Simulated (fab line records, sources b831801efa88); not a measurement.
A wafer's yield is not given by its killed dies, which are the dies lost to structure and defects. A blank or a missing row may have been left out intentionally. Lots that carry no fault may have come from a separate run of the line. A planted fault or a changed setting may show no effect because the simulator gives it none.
fab line records    flow sky130
record: lots: 14  wafers: 42  lastDay: 50
route steps=708 shown CONTACT@429 VIA4@657 PASSIVATION@684 PAD_OPEN@707
lots with no fault: from the same line, run without faults
startH: start of the lot's first displayed wafer, in hours after the record's first day    waitH: how many hours have passed since the lot's step before this one    " repeats the value in the row above    L1.1+2: one row covering several wafers at once    - no value, or no start was given    * or withheld: withheld    < > ~ a bound
route shown NAME@n: a module of which the file shows steps, and the number in the route of the first    usual: mean and standard deviation over wafers with no fault    same: alike in all rows    chamber/n: place in a boat    sites: each site's reading    _std_site: their standard deviation    _edge_site: the outer-site mean with the inner-site mean subtracted    radiusMm: how far each site lies from the wafer's centre    mask NAME#n: copy n    behind: tool/chamber where the wafer was last shaped    hold: what put the lot on hold/how long, in hours/how the hold closed    device: whichever transistor did not switch (one of n, p or np)    end of line: tests of these same wafers at the route's end    for a step that has no rows: nothing shown but its recipe    killed: the dies lost at the first sort to structure and to defects; this is not the yield of the wafer    map: shows each die of a wafer: x if killed, . if not, _ if none is there
set.NAME: the setting as run; set.NAME@STEP: as run at that earlier step    model.NAME: the simulator's own value behind a step, which no gauge read
the route's steps for a sample of lots (tables are steps, rows are wafers)
services: from which hour (startH, from the record's first day; less than 0 if before it) a tool's chamber was out of use, for how many hours, and why
== steps ==
step: SKY_CONTACT_SPUTTER_23
recipe: material: TiN  targetThkNm: 20  chamberPressurePa: 5  powerW: 4000  timeS: 80
usual: throttleValvePct: 29.8/1.1
lot.wafer  tool           chamber  startH  waitH  throttleValvePct
L776.2     pvdSputter-02  -        728.93  0.0    28.6
L776.3     "              -        "       "      30.4
L776.5     "              -        "       "      30.6
L778.1     pvdSputter-01  -        744.96  0.0    31.0
L778.4     "              -        "       "      31.1
L778.5     "              -        "       "      31.1
L780.1     pvdSputter-01  -        771.68  0.0    29.2
L780.3     "              -        "       "      30.9
L780.6     "              -        "       "      28.9
L782.2     pvdSputter-02  -        782.76  0.0    30.7
L782.5     "              -        "       "      28.4
L782.6     "              -        "       "      30.7
L781.3     pvdSputter-04  -        783.30  0.0    27.2
L781.5     "              -        "       "      29.6
L781.6     "              -        "       "      27.5
L783.2     pvdSputter-04  -        790.23  0.0    29.0
L783.4     "              -        "       "      30.5
L783.6     "              -        "       "      29.8
L784.1     pvdSputter-02  -        793.54  0.0    28.6
L784.2     "              -        "       "      30.6
L784.3     "              -        "       "      30.8
L785.1     pvdSputter-01  -        805.14  0.0    31.0
L785.4     "              -        "       "      29.3
L785.5     "              -        "       "      29.4
L787.3     pvdSputter-01  -        818.89  0.0    31.0
L787.4     "              -        "       "      29.4
L787.5     "              -        "       "      29.6
L788.1     pvdSputter-01  -        830.48  0.0    31.0
L788.2     "              -        "       "      29.4
L788.4     "              -        "       "      29.4
L790.1     pvdSputter-01  -        842.51  0.0    31.1
L790.5     "              -        "       "      31.0
L790.6     "              -        "       "      29.4
L792.1     pvdSputter-01  -        853.84  0.0    29.1
L792.2     "              -        "       "      31.0
L792.6     "              -        "       "      29.2
L794.2     pvdSputter-01  -        873.24  0.0    30.9
L794.3     "              -        "       "      29.0
L794.4     "              -        "       "      30.9
L796.1     pvdSputter-02  -        905.29  0.0    30.7
L796.4     "              -        "       "      28.3
L796.5     "              -        "       "      32.2
step: SKY_VIA4_CVD_18
recipe: material: W  targetThkNm: 505  timeS: 152.14  tempC: 400  pressureTorr: 40
usual: heaterPowerW: 862/120
lot.wafer  tool     chamber  startH   waitH  heaterPowerW
L776.2     cvdW-02  0        997.90   0.0    847
L776.3     "        1        "        "      710
L776.5     "        1        "        "      733
L778.1     cvdW-01  0        1011.92  0.0    1010
L778.4     "        0        "        "      1037
L778.5     "        0        "        "      1083
L780.1     cvdW-02  0        1036.30  0.0    848
L780.3     "        0        "        "      854
L780.6     "        0        "        "      859
L782.2     cvdW-02  1        1041.30  0.0    729
L782.5     "        1        "        "      694
L782.6     "        0        "        "      851
L781.3     cvdW-02  0        1043.57  0.1    864
L781.5     "        1        "        "      725
L781.6     "        0        "        "      872
L783.2     cvdW-01  0        1049.05  0.0    1033
L783.4     "        1        "        "      778
L783.6     "        0        "        "      1035
L784.1     cvdW-02  0        1053.23  0.0    869
L784.2     "        1        "        "      725
L784.3     "        0        "        "      846
L785.1     cvdW-01  1        1063.37  0.0    775
L785.4     "        0        "        "      1040
L785.5     "        0        "        "      973
L787.3     cvdW-01  0        1074.38  0.1    1006
L787.4     "        1        "        "      781
L787.5     "        1        "        "      766
L788.1     cvdW-02  0        1084.12  0.0    855
L788.2     "        1        "        "      725
L788.4     "        1        "        "      716
L790.1     cvdW-01  0        1090.92  0.0    1050
L790.5     "        0        "        "      1010
L790.6     "        1        "        "      787
L792.1     cvdW-02  0        1100.17  0.0    872
L792.2     "        1        "        "      722
L792.6     "        1        "        "      721
L794.2     cvdW-02  1        1117.47  0.0    724
L794.3     "        1        "        "      726
L794.4     "        0        "        "      872
L796.1     cvdW-02  1        1140.47  0.0    731
L796.4     "        1        "        "      724
L796.5     "        1        "        "      710
step: SKY_PASSIVATION_THK_MEAS_03
recipe: reads: Si3N4_of_PASSIVATION_CVD_02
usual: PASSIVATION_CVD_02_THK: 543/7.1
lot.wafer  tool          chamber  startH   waitH  PASSIVATION_CVD_02_THK[nm]
L776.2     filmMetro-01  -        1022.64  -      542
L776.3     "             -        "        "      541
L776.5     "             -        "        "      546
L778.1     filmMetro-03  -        1036.21  -      546
L778.4     "             -        "        "      550
L778.5     "             -        "        "      549
L780.1     filmMetro-03  -        1060.60  -      541
L780.3     "             -        "        "      544
L780.6     "             -        "        "      544
L782.2     filmMetro-02  -        1065.11  -      535
L782.5     "             -        "        "      551
L782.6     "             -        "        "      549
L781.3     filmMetro-01  -        1067.34  -      533
L781.5     "             -        "        "      547
L781.6     "             -        "        "      552
L783.2     filmMetro-02  -        1072.48  -      547
L783.4     "             -        "        "      555
L783.6     "             -        "        "      546
L784.1     filmMetro-01  -        1075.99  -      538
L784.2     "             -        "        "      543
L784.3     "             -        "        "      534
L785.1     filmMetro-02  -        1086.04  -      544
L785.4     "             -        "        "      557
L785.5     "             -        "        "      549
L787.3     filmMetro-02  -        1096.25  -      533
L787.4     "             -        "        "      546
L787.5     "             -        "        "      539
L788.1     filmMetro-03  -        1106.59  -      528
L788.2     "             -        "        "      531
L788.4     "             -        "        "      533
L790.1     filmMetro-03  -        1112.34  -      541
L790.5     "             -        "        "      553
L790.6     "             -        "        "      552
L792.1     filmMetro-02  -        1121.93  -      535
L792.2     "             -        "        "      535
L792.6     "             -        "        "      538
L794.2     filmMetro-02  -        1138.57  -      537
L794.3     "             -        "        "      545
L794.4     "             -        "        "      548
L796.1     filmMetro-03  -        1160.14  -      539
L796.4     "             -        "        "      539
L796.5     "             -        "        "      548
step: SKY_PAD_OPEN_BOW_MEAS_13
recipe: mode: bow
usual: PAD_OPEN_BOW: 47/9
lot.wafer  tool          chamber  startH   waitH  PAD_OPEN_BOW[um]
L776.2     filmMetro-04  -        1068.98  -      52
L776.3     "             -        "        "      58
L776.5     "             -        "        "      54
L778.1     filmMetro-04  -        1081.11  -      47
L778.4     "             -        "        "      53
L778.5     "             -        "        "      50
L780.1     filmMetro-04  -        1103.50  -      41
L780.3     "             -        "        "      36
L780.6     "             -        "        "      34
L782.2     filmMetro-02  -        1107.93  -      48
L782.5     "             -        "        "      50
L782.6     "             -        "        "      44
L781.3     filmMetro-04  -        1110.50  -      43
L781.5     "             -        "        "      58
L781.6     "             -        "        "      42
L783.2     filmMetro-04  -        1114.90  -      34
L783.4     "             -        "        "      42
L783.6     "             -        "        "      39
L784.1     filmMetro-04  -        1118.47  -      55
L784.2     "             -        "        "      50
L784.3     "             -        "        "      52
L785.1     filmMetro-04  -        1126.84  -      50
L785.4     "             -        "        "      42
L785.5     "             -        "        "      53
L787.3     filmMetro-01  -        1137.27  -      44
L787.4     "             -        "        "      39
L787.5     "             -        "        "      69
L788.1     filmMetro-04  -        1147.77  -      38
L788.2     "             -        "        "      38
L788.4     "             -        "        "      43
L790.1     filmMetro-04  -        1152.32  -      41
L790.5     "             -        "        "      42
L790.6     "             -        "        "      44
L792.1     filmMetro-01  -        1165.42  -      40
L792.2     "             -        "        "      52
L792.6     "             -        "        "      32
L794.2     filmMetro-01  -        1174.88  -      41
L794.3     "             -        "        "      56
L794.4     "             -        "        "      47
L796.1     filmMetro-01  -        1195.01  -      58
L796.4     "             -        "        "      49
L796.5     "             -        "        "      56
step: SKY_PAD_OPEN_PROBE_99
usual: killed_at_M0_to_M3: 43/6.6  killed_at_M4_up: 3.0/1.8  killedAtContacts: 24/5.1  killedAtFrontEnd: 16/4.5  killedAtOther: 0.3/0.67  killedDies: 86/9.3  killedOpen: 47/6.9  killedShort: 39/6.6
same: grossDies: 492  killedAtBackSide: 0
lot.wafer  tool       chamber  startH   waitH  killed_at_M0_to_M3  killed_at_M4_up  killedAtContacts  killedAtFrontEnd  killedAtOther  killedDies  killedOpen  killedShort
L776.2     prober-01  -        1069.13  0.1    47                  5                12                13                0              77          45          32
L776.3     prober-01  -        1069.18  0.2    43                  8                19                14                0              84          47          37
L776.5     prober-01  -        1069.28  0.2    37                  2                19                13                0              71          36          35
L781.3     prober-02  -        1110.68  0.2    54                  2                16                11                1              84          35          49
L781.5     prober-02  -        1110.78  0.2    53                  1                23                15                0              92          51          41
L781.6     prober-02  -        1110.83  0.2    49                  4                17                11                0              81          40          40
L783.2     prober-01  -        1115.05  0.1    40                  4                14                23                0              81          50          29
L783.4     prober-01  -        1115.15  0.2    28                  1                26                21                1              77          38          39
L783.6     prober-01  -        1115.25  0.2    46                  1                25                18                0              90          47          43
L788.1     prober-02  -        1147.89  0.1    51                  3                19                14                0              87          38          49
L788.2     prober-02  -        1147.94  0.1    43                  5                22                8                 0              78          45          33
L788.4     prober-02  -        1148.04  0.2    44                  2                23                11                0              80          51          28
L790.1     prober-02  -        1152.44  0.1    36                  4                63                13                0              116         46          31
L790.5     prober-02  -        1152.64  0.2    42                  1                55                16                0              114         45          32
L790.6     prober-02  -        1152.69  0.2    51                  2                23                16                0              92          51          41
L792.1     prober-02  -        1165.54  0.1    41                  4                19                9                 0              73          45          28
L792.2     prober-02  -        1165.59  0.1    44                  6                54                14                0              118         37          45
L792.6     prober-02  -        1165.79  0.2    50                  4                25                11                1              91          53          38
L794.2     prober-02  -        1175.03  0.1    52                  4                62                15                0              133         51          45
L794.3     prober-02  -        1175.08  0.2    31                  5                25                22                0              83          38          45
L794.4     prober-02  -        1175.13  0.2    34                  3                23                7                 0              67          34          33
killed by level:class
L776.2 VIA1:geometricParticle:open=14 LI_CONTACT:geometricParticle:open=7 VIA3:geometricParticle:open=7 VIA2:geometricParticle:open=6 METAL1:geometricParticle:short=5 VIA1:geometricParticle:short=5 POLY_GATE:geometricParticle:short=4 METAL4:geometricParticle:short=4
L776.3 CONTACT:geometricParticle:open=10 VIA1:geometricParticle:open=9 VIA2:geometricParticle:open=8 METAL1:geometricParticle:short=7 METAL4:geometricParticle:short=6 LI_CONTACT:geometricParticle:open=5 METAL2:geometricParticle:short=4 VIA3:geometricParticle:open=4
L776.5 VIA1:geometricParticle:open=9 VIA3:geometricParticle:open=7 METAL1:geometricParticle:short=6 LOCAL_INTERCONNECT:geometricParticle:short=5 CONTACT:geometricParticle:open=5 FIELD_ISO:geometricParticle:short=4 CONTACT:geometricParticle:short=4 POLY_GATE:geometricParticle:open=3
L781.3 VIA1:geometricParticle:open=9 VIA3:geometricParticle:open=9 METAL2:geometricParticle:short=9 METAL1:geometricParticle:short=8 VIA1:geometricParticle:short=8 LOCAL_INTERCONNECT:geometricParticle:short=7 FIELD_ISO:geometricParticle:short=5 LI_CONTACT:geometricParticle:open=4
L781.5 VIA1:geometricParticle:open=12 LOCAL_INTERCONNECT:geometricParticle:short=9 VIA3:geometricParticle:open=9 CONTACT:geometricParticle:open=8 METAL1:geometricParticle:short=8 VIA1:geometricParticle:short=5 VIA2:geometricParticle:open=5 FIELD_ISO:geometricParticle:open=4
L781.6 VIA1:geometricParticle:open=13 VIA3:geometricParticle:open=6 VIA1:geometricParticle:short=6 METAL2:geometricParticle:short=5 VIA3:geometricParticle:short=5 LI_CONTACT:geometricParticle:open=4 LOCAL_INTERCONNECT:geometricParticle:short=4 METAL4:geometricParticle:short=4
L783.2 VIA1:geometricParticle:open=11 VIA2:geometricParticle:open=7 CONTACT:geometricParticle:open=7 VIA3:geometricParticle:open=7 FIELD_ISO:geometricParticle:short=6 FIELD_ISO:geometricParticle:open=5 POLY_GATE:geometricParticle:open=5 METAL1:geometricParticle:short=5
L783.4 CONTACT:geometricParticle:short=11 VIA1:geometricParticle:open=9 FIELD_ISO:geometricParticle:short=8 CONTACT:geometricParticle:open=8 FIELD_ISO:geometricParticle:open=6 POLY_GATE:geometricParticle:open=4 LI_CONTACT:geometricParticle:open=4 METAL2:geometricParticle:short=4
L783.6 CONTACT:geometricParticle:open=11 VIA2:geometricParticle:open=11 LOCAL_INTERCONNECT:geometricParticle:short=7 FIELD_ISO:geometricParticle:open=6 VIA2:geometricParticle:short=6 VIA1:geometricParticle:open=5 VIA1:geometricParticle:short=5 METAL2:geometricParticle:short=5
L788.1 VIA1:geometricParticle:open=14 CONTACT:geometricParticle:open=9 METAL2:geometricParticle:short=8 VIA1:geometricParticle:short=7 POLY_GATE:geometricParticle:short=6 METAL1:geometricParticle:short=6 VIA3:geometricParticle:open=5 CONTACT:geometricParticle:short=5
L788.2 VIA1:geometricParticle:open=13 METAL2:geometricParticle:short=9 LI_CONTACT:geometricParticle:open=8 CONTACT:geometricParticle:open=8 VIA3:geometricParticle:open=5 METAL4:geometricParticle:short=4 FIELD_ISO:geometricParticle:short=3 POLY_GATE:geometricParticle:short=3
L788.4 VIA1:geometricParticle:open=13 CONTACT:geometricParticle:open=11 LI_CONTACT:geometricParticle:open=8 METAL1:geometricParticle:short=7 VIA3:geometricParticle:open=7 METAL2:geometricParticle:short=5 VIA2:geometricParticle:open=3 VIA1:geometricParticle:short=3
L790.1 CONTACT:unspecified=39 CONTACT:geometricParticle:open=9 VIA1:geometricParticle:open=9 VIA2:geometricParticle:open=9 LI_CONTACT:geometricParticle:open=7 VIA3:geometricParticle:open=7 FIELD_ISO:geometricParticle:short=5 POLY_GATE:geometricParticle:short=4
L790.5 CONTACT:unspecified=36 VIA1:geometricParticle:open=13 VIA2:geometricParticle:open=7 CONTACT:geometricParticle:open=6 POLY_GATE:geometricParticle:short=5 CONTACT:geometricParticle:short=5 METAL1:geometricParticle:short=5 LI_CONTACT:geometricParticle:open=4
L790.6 CONTACT:geometricParticle:open=13 VIA2:geometricParticle:open=10 VIA3:geometricParticle:open=7 VIA1:geometricParticle:short=7 POLY_GATE:geometricParticle:short=6 METAL1:geometricParticle:short=6 LI_CONTACT:geometricParticle:open=5 VIA1:geometricParticle:open=5
L792.1 CONTACT:geometricParticle:open=10 VIA3:geometricParticle:open=8 VIA1:geometricParticle:open=7 VIA2:geometricParticle:short=6 FIELD_ISO:geometricParticle:open=5 LI_CONTACT:geometricParticle:open=4 METAL2:geometricParticle:short=4 VIA2:geometricParticle:open=4
L792.2 CONTACT:unspecified=36 METAL1:geometricParticle:short=10 VIA1:geometricParticle:open=8 POLY_GATE:geometricParticle:short=6 LI_CONTACT:geometricParticle:open=6 CONTACT:geometricParticle:open=5 VIA1:geometricParticle:short=5 METAL4:geometricParticle:short=5
L792.6 VIA1:geometricParticle:open=13 CONTACT:geometricParticle:open=8 METAL2:geometricParticle:short=7 LOCAL_INTERCONNECT:geometricParticle:short=7 METAL1:geometricParticle:short=7 VIA2:geometricParticle:open=7 VIA3:geometricParticle:open=7 LI_CONTACT:geometricParticle:open=6
L794.2 CONTACT:unspecified=37 VIA1:geometricParticle:open=16 CONTACT:geometricParticle:open=8 VIA3:geometricParticle:open=7 METAL1:geometricParticle:short=6 LI_CONTACT:geometricParticle:open=5 CONTACT:geometricParticle:short=5 METAL2:geometricParticle:short=5
L794.3 POLY_GATE:geometricParticle:short=8 VIA1:geometricParticle:open=8 LI_CONTACT:geometricParticle:open=7 CONTACT:geometricParticle:short=5 CONTACT:geometricParticle:open=5 METAL1:geometricParticle:short=5 FIELD_ISO:geometricParticle:short=4 LI_CONTACT:geometricParticle:short=4
L794.4 LI_CONTACT:geometricParticle:open=7 CONTACT:geometricParticle:short=6 VIA2:geometricParticle:open=6 LOCAL_INTERCONNECT:geometricParticle:short=5 VIA3:geometricParticle:open=5 METAL1:geometricParticle:short=5 VIA1:geometricParticle:open=5 CONTACT:geometricParticle:open=4
== services ==
tool           chamber  startH   hours  kind
pvdSputter-01  -        725.88   4.9    repair
pvdSputter-01  -        734.98   5.4    repair
cvdW-01        -        761.16   0.5    repair
pvdSputter-04  -        803.63   4.1    repair
cvdW-02        -        841.62   1.3    repair
pvdSputter-04  -        848.05   0.5    repair
cvdW-02        0        864.05   26.6   repair
pvdSputter-01  -        880.90   1.8    repair
pvdSputter-04  -        885.90   6.6    repair
pvdSputter-01  -        893.30   2.2    repair
cvdW-02        -        894.68   6.0    pm
pvdSputter-02  -        897.00   0.5    repair
cvdW-01        -        904.00   14.0   pm
cvdW-02        -        932.56   0.4    repair
pvdSputter-02  -        935.76   6.9    repair
cvdW-02        -        950.81   0.6    repair
pvdSputter-02  -        952.41   2.5    repair
pvdSputter-04  -        964.62   3.7    repair
cvdW-02        -        988.14   0.3    repair
cvdW-01        1        1009.28  8.0    repair
cvdW-02        0        1010.90  3.6    repair
pvdSputter-01  -        1029.06  4.6    repair
pvdSputter-01  -        1051.12  1.1    repair
pvdSputter-02  -        1124.88  1.7    repair
== key ==
firstSign: step: SKY_PAD_OPEN_PROBE_99  reading: killedAtContacts  direction: up  sigmas: 6.8  usual: 24  struck: 58
effect: step: SKY_PAD_OPEN_PROBE_99  reading: killedDies  direction: up  sigmas: 3.7  usual: 86  struck: 120
metAt SKY_CONTACT_SPUTTER_23
struckLots L790,L792,L794
struckWafers L790.1,L790.5,L792.2,L794.2
testerLeftOut L790,L792,L794
notActingAt SKY_VIA4_CVD_18,SKY_PASSIVATION_THK_MEAS_03,SKY_PAD_OPEN_BOW_MEAS_13
onsetBetween 830.48 842.51
fault: kind: chamberParticleSource  tool: pvdSputter-01  chamber: -  onsetH: 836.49  steps: SKY_CONTACT_SPUTTER_23  ratePerVisitCm2: 1.2945  endH: 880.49  scope: struckWafersOnly
testerLeftOut: of these lots the tester's yield and bins aren't shown, on N5 and GAA mostly nor the transistor test; their killed dies are dies lost to structure and defects alone, not to doping, threshold or leakage, so they don't give the yield
